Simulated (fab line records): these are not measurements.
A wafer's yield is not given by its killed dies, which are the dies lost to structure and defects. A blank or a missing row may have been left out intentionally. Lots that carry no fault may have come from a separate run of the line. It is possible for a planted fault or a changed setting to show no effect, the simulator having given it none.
Struck lot and sound lot, side by side / flow sky130 / 15 out of 708 route steps
Sound: wafers L775.3, L775.4, L775.5. The struck wafers were L780.1, L780.4, L780.5. Last of all comes the cause.
Each step with rows lists, per side, the tool, then ch with its chambers, then its first start. Under that, the readings that differ: sound wafers / struck wafers / difference of the means / sigmas: that difference in standard deviations of wafers without a fault.
alike: same words and numbers on both sides, and readings whose means sit less than 2 such deviations apart. not compared: any withheld reading, any reading some wafer has no value for, any bound like >300 that may hide the same value, and any number with overlapping values for which the record gives no deviation.
Wherever a step has rows on one side only, a row that says differs or no value, or a row with sigmas, the two part there. Numbers that don't overlap but have no deviation are shown without sigmas and don't part them. Lack of a reading on every wafer of one side parts them only where that side has two or more wafers.

SKY_METAL5_RS_MEAS_05: measurement is done with a four-point probe.
  sound on film metro-01 at day 44 23:25; struck on film metro-03 at day 46 07:07
  alike: METAL5_ALCU_RS
SKY_METAL5_THK_MEAS_06: measures by xrf.
  sound on film metro-01 at day 44 23:31; struck on film metro-03 at day 46 07:14
  alike: METAL5_ALCU_THK
then, 7 steps without rows for these wafers: SKY_METAL5_DEHYDRATE_07 (time 60 s); SKY_METAL5_HMDS_08 (prime time 60 s); SKY_METAL5_COAT_09 (resist thk 1800 nm); SKY_METAL5_SOFTBAKE_10 (time 60 s); SKY_METAL5_EXPOSE_11 (exposes mask MM5, target cd 1600 nm); SKY_METAL5_PEB_12; SKY_METAL5_DEVELOP_13 (develop time 60 s).
SKY_METAL5_DESCUM_14: chemistry O2, time 11 s.
  sound on rie metal-01 ch 0,1, day 45 20:06; struck on rie metal-01 ch 0,1, day 47 03:30
  alike: drypump motor current A, oes product au
  not compared: rf hours counter h
SKY_METAL5_METAL_ETCH_15: etches the open film in Cl2/BCl3, stops on SiO2, target depth 1260 nm, time 252 s.
  sound on rie metal-01 ch 0,1, day 45 20:12; struck on rie metal-01 ch 0,1, day 47 03:32
  alike: bcl3 flow sccm, drypump motor current A, oes product au, throttle valve pct
  not compared: rf hours counter h
SKY_METAL5_STRIP_16: strips in O2/N2.
  sound on plasma asher-03 ch 0,1, day 45 20:23; struck on plasma asher-03 ch 0,1, day 47 03:46
  alike: chamber pressure mTorr, drypump motor current A, oes product au, strip time to endpoint s
  not compared: rf hours counter h
SKY_METAL5_STRIP_17: strips in post etch residue remover, time 1200 s.
  sound on wet bench-03 ch 0, day 45 20:28; struck on wet bench-03 ch 1, day 47 03:52
  no value came back on the struck wafers for bath guard temp C (C), bath heat duty pct (%); on the sound wafers bath guard temp C (C) reads 72.6 72.8 72.6
then, 1 step without rows for these wafers: SKY_METAL5_CLEAN_18 (cleans in IPA, time 180 s).
SKY_PAD_OPEN_PROBE_99:
  sound on prober-02 at day 47 17:16; struck on prober-01 at day 48 20:57
reading=model.etest.met5 comb.leak log10 a um; sound=-12.17 -12.02 -11.94; struck=-11.55 -11.57 -11.58; difference=+0.48; sigmas=
  alike: defect limited yield, killed_at_M0_to_M3, killed_at_M4_up, killed at contacts, killed at front end, killed at other, killed dies, killed open, killed short, sort_bin_3_pad_short, sort_bin_5_function, sort_bin_6_memory, sort n pass, sort yield pct

## WHERE THEY PART
Only at SKY_METAL5_STRIP_17, within this record. Later steps at which nothing parts them and some readings are alike: SKY_PAD_OPEN_PROBE_99.

WHY: what the simulator had put in
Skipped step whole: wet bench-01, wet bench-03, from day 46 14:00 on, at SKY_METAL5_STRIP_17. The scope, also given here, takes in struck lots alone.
